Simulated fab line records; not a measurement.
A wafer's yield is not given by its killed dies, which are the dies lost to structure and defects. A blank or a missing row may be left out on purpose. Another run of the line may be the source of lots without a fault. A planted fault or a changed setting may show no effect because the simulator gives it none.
A struck lot beside a sound one + flow sky130 + 24 steps out of a route of 708
Sound: these wafers, L739.2, L739.5, L739.6. The struck wafers were L731.3, L731.4, L731.6. The cause is given at the end.
For every step that has rows: the tool of each side, followed by ch and its chambers, followed by its first start. Under that, the readings that differ: sound wafers + struck wafers + difference of the means + sigmas: that difference in standard deviations of wafers without a fault.
alike: readings with means less than 2 such deviations apart, plus words and numbers identical on both sides. not compared: withheld readings, readings lacking a value on some wafer, bounds such as >300 that could conceal the same value, and numbers that have no deviation in the record and whose values overlap.
The two part at a step that has a row with sigmas, a row that says differs or no value, or rows on one side only. When numbers do not overlap yet have no deviation, they are printed without sigmas and do not part them. A reading that every wafer of one side lacks parts them only if that side has two wafers or more.

first, 4 steps without rows for these wafers: SKY_LDD_N_SOFTBAKE_03 (time 57.73 s); SKY_LDD_N_EXPOSE_04 (exposes mask NTM, target cd 840 nm); SKY_LDD_N_PEB_05; SKY_LDD_N_DEVELOP_06 (develop time 60 s).
SKY_LDD_N_OVL_MEAS_07:
  sound: overlay-01 at day 24 22:40; struck: overlay-01 at day 22 08:35
  alike: LDD_N_OVL
then, 7 steps without rows for these wafers: SKY_LDD_N_IMPLANT_08; SKY_LDD_N_IMPLANT_09; SKY_LDD_N_IMPLANT_10; SKY_LDD_N_IMPLANT_11; SKY_LDD_N_IMPLANT_12; SKY_LDD_N_IMPLANT_13; SKY_LDD_N_IMPLANT_14.
SKY_LDD_N_IMPLANT_15:
  sound on implanter-02 ch 0, day 24 23:47; struck on implanter-03 ch 0, day 22 09:42
| reading            | sound                         | struck                        | difference | sigmas      |
|--------------------|-------------------------------|-------------------------------|------------|-------------|
| dose-ions-cm2      | 4.992e+12 4.995e+12 4.998e+12 | 7.274e+12 7.279e+12 7.285e+12 | +2.284e+12 | +99 or more |
| faraday-current-uA | 27.5 27.5 28.4                | 40.1 41.3 40.5                | +12.8      | +25         |
  alike: end-station-pressure-torr
SKY_LDD_N_STRIP_16: strips in O2/N2.
  sound on plasma-asher-03 ch 0,1, day 24 23:54; struck on plasma-asher-04 ch 0,1, day 22 09:50
| reading                     | sound       | struck      | difference | sigmas |
|-----------------------------|-------------|-------------|------------|--------|
| drypump-motor-current-A (A) | 5.0 5.1 5.5 | 6.7 6.1 6.1 | +1.1       | +2     |
  alike: oes-product-au, strip-time-to-endpoint-s
  not compared: rf-hours-counter-h
SKY_LDD_N_TW_MEAS_17:
  sound: film-metro-01 at day 25 00:01; struck: film-metro-04 at day 22 09:55
  alike: LDD_N_TW
then, 6 steps without rows for these wafers: SKY_LDD_P_DEHYDRATE_00 (time 60 s); SKY_LDD_P_HMDS_01 (prime time 60 s); SKY_LDD_P_COAT_02 (resist thk 1140 nm); SKY_LDD_P_SOFTBAKE_03 (time 60 s); SKY_LDD_P_EXPOSE_04 (exposes mask PSDM, target cd 380 nm); SKY_LDD_P_PEB_05.
SKY_LDD_P_DEVELOP_06: develop time 60 s.
  sound on litho-track-02 ch 0, day 26 05:29; struck on litho-track-04 ch 0, day 23 16:08
| reading                | sound             | struck          | difference | sigmas |
|------------------------|-------------------|-----------------|------------|--------|
| model.LDD_P.cd-nm (nm) | 378.4 379.8 382.6 | 385 387.2 383.1 | +5         |        |
  alike: developer-temp-C
SKY_LDD_P_CD_MEAS_07: the cd target is 380 nm.
  sound: cd-sem-02 at day 26 05:38; struck: cd-sem-02 at day 23 16:16
  alike: cd-nm
-- record jumps: 25 days separate the struck wafers' starts on either side; left off in module LDD_P, taken up again in module PAD_OPEN, whose first shown step is the route's number 708 --
SKY_PAD_OPEN_PROBE_99:
  sound: prober-02 at day 50 08:20; struck: prober-02 at day 48 16:59
| reading                                   | sound                | struck               | difference | sigmas |
|-------------------------------------------|----------------------|----------------------|------------|--------|
| model.etest.nfet_01v8_turned.vt-sat-v (V) | 0.6369 0.6461 0.6447 | 0.6849 0.6894 0.688  | +0.0449    |        |
| model.etest.nfet_01v8_lvt.vt-sat-v (V)    | 0.521 0.5216 0.5272  | 0.5485 0.5613 0.5578 | +0.0326    |        |
| model.etest.nfet_01v8_turned.vt-v (V)     | 0.6929 0.6993 0.695  | 0.7188 0.724 0.7255  | +0.0270    |        |
  alike: killed_at_M0_to_M3, killed_at_M4_up, killed-at-contacts, killed-at-front-end, killed-at-other, killed-dies, killed-open, killed-short

== WHERE THEY PART ==
Last at SKY_LDD_N_STRIP_16 as far as this record goes, first at SKY_LDD_N_IMPLANT_15. Later steps at which nothing parts them and some readings are alike: SKY_LDD_N_TW_MEAS_17, SKY_LDD_P_DEVELOP_06, SKY_LDD_P_CD_MEAS_07, SKY_PAD_OPEN_PROBE_99.

WHY: what had been put in by the simulator
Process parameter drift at SKY_LDD_N_IMPLANT_15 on implanter-03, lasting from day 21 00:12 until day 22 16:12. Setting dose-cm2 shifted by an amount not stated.
